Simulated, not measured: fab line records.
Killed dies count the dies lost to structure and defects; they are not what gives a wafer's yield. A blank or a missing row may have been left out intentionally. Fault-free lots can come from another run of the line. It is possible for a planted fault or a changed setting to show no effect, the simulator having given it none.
A struck lot beside a sound one + flow sky130 + 16 steps out of a route of 708
Sound: these wafers, L844.1, L844.2, L844.6. Wafers L848.2, L848.3, L848.4 were the ones struck. At the end, the cause is stated.
Per side, at each step with rows, come the tool, then ch with its chambers, and then its first start. Under that, the readings that differ: sound wafers + struck wafers + difference of the means + sigmas: that difference in standard deviations of wafers without a fault.
alike: same words and numbers on both sides, and readings whose means sit less than 2 such deviations apart. not compared: any withheld reading, any reading some wafer has no value for, any bound like >300 that may hide the same value, and any number with overlapping values for which the record gives no deviation.
A row with sigmas, a row that says differs or no value, or rows on one side alone: a step with any of these is where the two part. Numbers that don't overlap but have no deviation are shown without sigmas and don't part them. A reading missing from all wafers of one side parts the sides only when that side holds two or more wafers.

SKY_VT_ADJUST_HVTP_OVL_MEAS_08:
  sound on overlay-02 at day 6 15:47; struck on overlay-02 at day 7 21:05
| reading                 | sound       | struck         | difference | sigmas |
|-------------------------|-------------|----------------|------------|--------|
| VT_ADJUST_HVTP_OVL (nm) | 0.4 1.0 1.0 | -1.9 -2.6 -1.7 | -2.9       | -2     |
then, 1 step without rows for these wafers: SKY_VT_ADJUST_HVTP_IMPLANT_09.
SKY_VT_ADJUST_HVTP_STRIP_10: strips in O2/N2.
  sound on plasma-asher-04 ch 0,1, day 6 15:58; struck on plasma-asher-01 ch 0,1, day 7 21:16
  alike: chamber-pressure-mTorr, drypump-motor-current-A, oes-product-au, strip-time-to-endpoint-s
  not compared: rf-hours-counter-h
SKY_VT_ADJUST_HVTP_TW_MEAS_11:
  sound on film-metro-01 at day 6 16:04; struck on film-metro-01 at day 7 21:22
  alike: VT_ADJUST_HVTP_TW
then, 7 steps without rows for these wafers: SKY_VT_ADJUST_LVTN_DEHYDRATE_00 (time 60 s); SKY_VT_ADJUST_LVTN_HMDS_01 (prime time 60 s); SKY_VT_ADJUST_LVTN_COAT_02 (resist thk 3000 nm); SKY_VT_ADJUST_LVTN_SOFTBAKE_03; SKY_VT_ADJUST_LVTN_EXPOSE_04 (exposes mask NWM COMPLEMENT LESS NATIVE, target cd 840 nm); SKY_VT_ADJUST_LVTN_PEB_05; SKY_VT_ADJUST_LVTN_DEVELOP_06 (develop time 60 s).
SKY_VT_ADJUST_LVTN_OVL_MEAS_07:
  sound on overlay-01 at day 7 11:37; struck on overlay-02 at day 8 18:40
  alike: VT_ADJUST_LVTN_OVL
SKY_VT_ADJUST_LVTN_IMPLANT_08:
  sound on implanter-03 ch 0, day 7 11:38; struck on implanter-03 ch 0, day 8 18:43
| reading                   | sound             | struck            | difference | sigmas |
|---------------------------|-------------------|-------------------|------------|--------|
| implant-ion-amu           | 11 11 11          | 31 31 31          | +20        |        |
| model.implant.rp-nm (nm)  | 97.3 97.3 97.3    | 35.94 35.94 35.94 | -61.36     |        |
| model.implant.drp-nm (nm) | 42.97 42.97 42.97 | 16.56 16.56 16.56 | -26.41     |        |
SKY_VT_ADJUST_LVTN_STRIP_09: strips in O2/N2.
  sound on plasma-asher-03 ch 0,1, day 7 11:47; struck on plasma-asher-02 ch 0,1, day 8 18:50
  alike: chamber-pressure-mTorr, drypump-motor-current-A, oes-product-au, strip-time-to-endpoint-s
  not compared: rf-hours-counter-h
SKY_VT_ADJUST_LVTN_TW_MEAS_10:
  sound on film-metro-04 at day 7 11:53; struck on film-metro-04 at day 8 18:57
| reading           | sound             | struck            | difference | sigmas      |
|-------------------|-------------------|-------------------|------------|-------------|
| VT_ADJUST_LVTN_TW | 239.3 239.9 239.8 | 466.0 466.3 465.3 | +226.2     | +99 or more |
then, 1 step without rows for these wafers: SKY_VT_ADJUST_LVTN_DEHYDRATE_11 (time 60 s).

WHERE THEY PART
First at SKY_VT_ADJUST_HVTP_OVL_MEAS_08; last, within this record, at SKY_VT_ADJUST_LVTN_TW_MEAS_10.

WHY: whatever the simulator had introduced
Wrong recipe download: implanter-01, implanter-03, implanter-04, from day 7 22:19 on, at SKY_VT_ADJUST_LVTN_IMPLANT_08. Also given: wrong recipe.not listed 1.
